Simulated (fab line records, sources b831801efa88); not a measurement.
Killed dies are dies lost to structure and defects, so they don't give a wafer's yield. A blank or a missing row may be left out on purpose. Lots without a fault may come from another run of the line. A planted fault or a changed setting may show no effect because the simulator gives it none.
Which tool did it? | flow gf180mcu | 6 lots, 18 wafers sampled, at 2 steps of a route of 602

WHAT THE GAUGES READ, wafer by wafer
GF_PSD_TW_MEAS_11.
lot  | measured     | on            | PSD_TW
L234 | day 15 13:05 | film_metro-03 | 3162 3186 3177
L236 | day 16 04:41 | film_metro-01 | 3211 3212 3210
L240 | day 17 09:52 | film_metro-01 | 3199 3196 3196
L242 | day 18 04:03 | film_metro-02 | 3111 3103 3102
L244 | day 18 20:25 | film_metro-01 | 3240 3218 3245
L248 | day 20 06:14 | film_metro-02 | 3163 3144 3149

WHICH TOOL RAN EACH LOT (tool, then ch and the chambers of the sampled wafers, then the start)
lot  | GF_HV_LDD_ETCHBACK_58
L234 | rie_diel-04 ch 0,1,2, day 13 19:23
L236 | rie_diel-03 ch 0,2,3, day 14 08:27
L240 | rie_diel-04 ch 1,2,3, day 15 12:45
L242 | rie_diel-03 ch 0,2,3, day 16 05:38
L244 | rie_diel-04 ch 1,2,3, day 16 21:12
L248 | rie_diel-01 ch 0,1,2, day 18 05:00
- GF_HV_LDD_ETCHBACK_58: etches Si3N4 in CH3F/O2, stops on SiO2, time 100 s, target depth 90 nm.

THE ANSWER, worked out from the rows above alone
Rule: what is usual is taken from the lots themselves. Put in order of their means at a reading, lots are off if they are a third of the lots or fewer, leave a main group of 4 or more, and stand apart from it by a gap of 3 or more times the standard deviation of the main group's means; of several such gaps the widest counts. A main group whose means are all the same, to the digits that the tables above print for the reading, isn't used. A lot without any number at a reading at which 4 lots or more have one is off too. The other lots that the step has rows for count as sound.
No lot is off at any reading shown: from this, nothing can be told.

WHAT THE SIMULATOR HAD PUT IN
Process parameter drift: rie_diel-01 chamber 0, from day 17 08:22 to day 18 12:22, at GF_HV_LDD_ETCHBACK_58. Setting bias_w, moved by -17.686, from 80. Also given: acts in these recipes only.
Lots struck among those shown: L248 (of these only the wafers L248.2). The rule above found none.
